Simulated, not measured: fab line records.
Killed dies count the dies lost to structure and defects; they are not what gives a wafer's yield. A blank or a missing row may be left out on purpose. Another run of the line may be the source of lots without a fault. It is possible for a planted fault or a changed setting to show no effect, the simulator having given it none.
What tool caused it? || flow gf180mcu || 14 lots with 42 wafers sampled at 2 steps, on a route of 602 steps

WHAT EACH GAUGE READ, for each wafer
GF_MIM_THK_MEAS_06.
{"lot": "L428", "measured": "day 24 11:13", "on": "filmMetro-01", "MIM_CVD_05_THK (nm)": "41.5 42.5 42.1"}
{"lot": "L429", "measured": "day 25 00:08", "on": "filmMetro-01", "MIM_CVD_05_THK (nm)": "41.6 42.1 42.6"}
{"lot": "L430", "measured": "day 25 05:14", "on": "filmMetro-02", "MIM_CVD_05_THK (nm)": "41.0 41.4 42.2"}
{"lot": "L431", "measured": "day 25 10:07", "on": "filmMetro-03", "MIM_CVD_05_THK (nm)": "40.5 41.7 41.8"}
{"lot": "L432", "measured": "day 25 15:37", "on": "filmMetro-02", "MIM_CVD_05_THK (nm)": "42.1 43.1 42.5"}
{"lot": "L433", "measured": "day 26 05:30", "on": "filmMetro-01", "MIM_CVD_05_THK (nm)": "41.5 42.1 42.2"}
{"lot": "L435", "measured": "day 27 04:32", "on": "filmMetro-02", "MIM_CVD_05_THK (nm)": "42.5 41.3 42.3"}
{"lot": "L438", "measured": "day 28 05:13", "on": "filmMetro-01", "MIM_CVD_05_THK (nm)": "41.2 41.7 42.2"}
{"lot": "L437", "measured": "day 28 09:53", "on": "filmMetro-02", "MIM_CVD_05_THK (nm)": "42.2 42.1 42.2"}
{"lot": "L440", "measured": "day 28 19:56", "on": "filmMetro-02", "MIM_CVD_05_THK (nm)": "41.2 42.3 43.2"}
{"lot": "L441", "measured": "day 29 03:30", "on": "filmMetro-03", "MIM_CVD_05_THK (nm)": "42.3 42.8 42.4"}
{"lot": "L442", "measured": "day 29 03:53", "on": "filmMetro-02", "MIM_CVD_05_THK (nm)": "40.8 41.5 41.4"}
{"lot": "L446", "measured": "day 30 13:30", "on": "filmMetro-01", "MIM_CVD_05_THK (nm)": "41.7 42.4 42.3"}
{"lot": "L450", "measured": "day 31 22:44", "on": "filmMetro-01", "MIM_CVD_05_THK (nm)": "41.4 42.3 41.8"}

GF_M5_OVL_MEAS_08.
{"lot": "L428", "measured": "day 26 05:49", "on": "overlay-01", "M5_OVL (nm)": "-3 7 -3"}
{"lot": "L429", "measured": "day 26 19:35", "on": "overlay-02", "M5_OVL (nm)": "4 1 -3"}
{"lot": "L430", "measured": "day 26 23:55", "on": "overlay-02", "M5_OVL (nm)": "-5 -1 -5"}
{"lot": "L431", "measured": "day 27 03:29", "on": "overlay-02", "M5_OVL (nm)": "-1 4 7"}
{"lot": "L432", "measured": "day 27 09:37", "on": "overlay-01", "M5_OVL (nm)": "2 1 2"}
{"lot": "L433", "measured": "day 27 23:40", "on": "overlay-01", "M5_OVL (nm)": "-1 2 -6"}
{"lot": "L435", "measured": "day 28 21:17", "on": "overlay-02", "M5_OVL (nm)": "4 8 -1"}
{"lot": "L438", "measured": "day 29 19:26", "on": "overlay-01", "M5_OVL (nm)": "-11 -4 6"}
{"lot": "L437", "measured": "day 30 00:31", "on": "overlay-01", "M5_OVL (nm)": "-1 3 1"}
{"lot": "L440", "measured": "day 30 09:37", "on": "overlay-02", "M5_OVL (nm)": "1 -3 7"}
{"lot": "L441", "measured": "day 30 16:34", "on": "overlay-02", "M5_OVL (nm)": "-14 -9 -14"}
{"lot": "L442", "measured": "day 30 17:11", "on": "overlay-01", "M5_OVL (nm)": "4 -1 -6"}
{"lot": "L446", "measured": "day 32 00:38", "on": "overlay-02", "M5_OVL (nm)": "6 4 -1"}
{"lot": "L450", "measured": "day 33 08:10", "on": "overlay-02", "M5_OVL (nm)": "-6 -4 -4"}

WHAT TOOL EACH LOT RAN ON (gives the tool, then ch and the chambers of the sampled wafers, and finally the start)
The record shows no process step preceding these readings.

WHAT THE TOOLS THEMSELVES READ (means of the sampled wafers that have a number; where no wafer has one, the mark that the record gives instead)
The record holds no such reading with a usual standard deviation.

THE ANSWER, worked out from the rows above alone
Rule: the lots themselves supply what counts as usual. Put in order of their means at a reading, lots are off if they are a third of the lots or fewer, leave a main group of 4 or more, and stand apart from it by a gap of 3 or more times the standard deviation of the main group's means; of several such gaps the widest counts. A main group is skipped when, at the precision printed for the reading in the tables above, its means are all equal. Also off: a lot with no number at a reading for which 4 or more lots have one. The other lots that the step has rows for count as sound. Order of review: gauges by route order, followed by the tools' own readings, for which a lot's mean as printed above is used. At the first step where some lot is off, the reading lying furthest off is the one used; lots without a number count as furthest.
No lot is off at any reading shown: from this, nothing can be told.

WHAT WAS PUT IN BY THE SIMULATOR
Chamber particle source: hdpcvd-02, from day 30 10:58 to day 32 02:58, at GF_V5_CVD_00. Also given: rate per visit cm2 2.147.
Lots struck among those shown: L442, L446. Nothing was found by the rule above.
